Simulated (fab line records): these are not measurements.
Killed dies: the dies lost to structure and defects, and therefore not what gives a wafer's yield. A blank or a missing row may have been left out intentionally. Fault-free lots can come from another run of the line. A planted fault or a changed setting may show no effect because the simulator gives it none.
Tool commonality check | flow gf180mcu | Lots sampled 12, wafers sampled 42

WHY THIS WAS OPENED
2 of 12 lots carry a flag on the reading POLY_GATE_CVD_00_THK at GF_POLY_GATE_THK_MEAS_01. No-fault wafers: 199.3 nm, standard deviation 1.7.
Rule: a lot is flagged when every wafer of it that has a number lies more than 4 standard deviations from that mean, or none has a number. All remaining lots are regarded as sound.

lot  | measured     | on            | POLY_GATE_CVD_00_THK (nm), wafer by wafer | flag
L993 | day 8 23:17  | film-metro-02 | 200.0 203.7 201.6                         |
L994 | day 9 03:44  | film-metro-02 | 200.9 199.8 200.3                         |
L995 | day 9 11:47  | film-metro-03 | 202.6 202.6 202.9                         |
L997 | day 10 00:31 | film-metro-02 | 202.1 202.0 202.1                         |
L100 | day 10 20:32 | film-metro-02 | 197.9 199.1 197.6                         |
L102 | day 11 10:10 | film-metro-01 | 200.2 202.9 201.1                         |
L103 | day 11 22:48 | film-metro-02 | 247.0 246.0 244.4 247.0 245.9 244.7       | FLAGGED
L104 | day 12 02:52 | film-metro-02 | 245.8 245.9 245.1 245.7 245.9 245.1       | FLAGGED
L109 | day 13 08:53 | film-metro-01 | 199.4 198.1 199.3                         |
L112 | day 14 07:44 | film-metro-02 | 198.2 199.4 197.1                         |
L114 | day 15 08:07 | film-metro-03 | 198.8 198.3 197.9                         |
L115 | day 15 09:12 | film-metro-02 | 201.6 199.2 200.7                         |
Average over the flagged lots: 245.7 nm; offset from the usual +46.4 nm, equal to +27 standard deviations.

EACH LOT AND THE TOOL IT RAN ON
2 process steps preceding the reading are held in the record, out of 602 steps in the route. Each cell gives the tool, then ch followed by the chambers the sampled wafers passed through, then the start.
lot  | flag    | GF_DUAL_GATE_STRIP_13                | GF_POLY_GATE_CVD_00
L993 |         | plasma-asher-01 ch 0,1, day 8 19:03  | lpcvd-01 ch 1, day 8 21:57
L994 |         | plasma-asher-03 ch 0,1, day 9 00:41  | lpcvd-01 ch 1, day 9 02:23
L995 |         | plasma-asher-02 ch 0,1, day 9 06:32  | lpcvd-01 ch 0, day 9 10:25
L997 |         | plasma-asher-02 ch 0,1, day 9 20:27  | lpcvd-02 ch 1, day 9 23:10
L100 |         | plasma-asher-03 ch 0,1, day 10 16:14 | lpcvd-02 ch 1, day 10 19:13
L102 |         | plasma-asher-03 ch 0,1, day 11 04:11 | lpcvd-02 ch 0, day 11 08:50
L103 | FLAGGED | plasma-asher-03 ch 0,1, day 11 16:33 | lpcvd-02 ch 0, day 11 21:28
L104 | FLAGGED | plasma-asher-02 ch 0,1, day 11 23:50 | lpcvd-02 ch 0, day 12 01:30
L109 |         | plasma-asher-02 ch 0,1, day 13 05:51 | lpcvd-01 ch 0, day 13 07:34
L112 |         | plasma-asher-03 ch 0,1, day 14 00:32 | lpcvd-01 ch 0, day 14 06:25
L114 |         | plasma-asher-02 ch 0,1, day 15 04:05 | lpcvd-02 ch 0, day 15 06:47
L115 |         | plasma-asher-03 ch 0,1, day 15 04:15 | lpcvd-01 ch 0, day 15 07:52
These steps, and what they do:
- GF_DUAL_GATE_STRIP_13: strips in O2/N2.
- GF_POLY_GATE_CVD_00: deposits poly-Si, target thk 200 nm, time 1200 s.
- GF_POLY_GATE_THK_MEAS_01

FLAGGED AGAINST TOTAL, ONE TOOL AT A TIME (gauges that did the reading follow at the end)
step                     | tool            | lots run | flagged | share of the flagged lots | sound lots run after its first flagged lot
GF_DUAL_GATE_STRIP_13    | plasma-asher-01 | 1        | 0       | none                      | -
GF_DUAL_GATE_STRIP_13    | plasma-asher-02 | 5        | 1       | some                      | 2 (L109,L114)
GF_DUAL_GATE_STRIP_13    | plasma-asher-03 | 6        | 1       | some                      | 2 (L112,L115)
GF_POLY_GATE_CVD_00      | lpcvd-01        | 6        | 0       | none                      | -
GF_POLY_GATE_CVD_00      | lpcvd-02        | 6        | 2       | all                       | 1 (L114)
GF_POLY_GATE_THK_MEAS_01 | film-metro-01   | 2        | 0       | none                      | -
GF_POLY_GATE_THK_MEAS_01 | film-metro-02   | 8        | 2       | all                       | 2 (L112,L115)
GF_POLY_GATE_THK_MEAS_01 | film-metro-03   | 2        | 0       | none                      | -

WHAT THE TABLE ALLOWS
2 rows of the table ran every flagged lot: lpcvd-02 at GF_POLY_GATE_CVD_00, film-metro-02 at GF_POLY_GATE_THK_MEAS_01.
- lpcvd-02 at GF_POLY_GATE_CVD_00 ran 6 lots, 2 of them flagged. Sound lots followed the first flagged one (L114) on it, something a lasting fault affecting the whole tool could not allow.
- film-metro-02 at GF_POLY_GATE_THK_MEAS_01 ran 8 lots, 2 of them flagged. Sound lots followed the first flagged one (L112, L115) on it, something a lasting fault affecting the whole tool could not allow.
Every row of the table either missed a flagged lot or ran a sound lot after the first.

WHAT HAD BEEN PUT IN BY THE SIMULATOR
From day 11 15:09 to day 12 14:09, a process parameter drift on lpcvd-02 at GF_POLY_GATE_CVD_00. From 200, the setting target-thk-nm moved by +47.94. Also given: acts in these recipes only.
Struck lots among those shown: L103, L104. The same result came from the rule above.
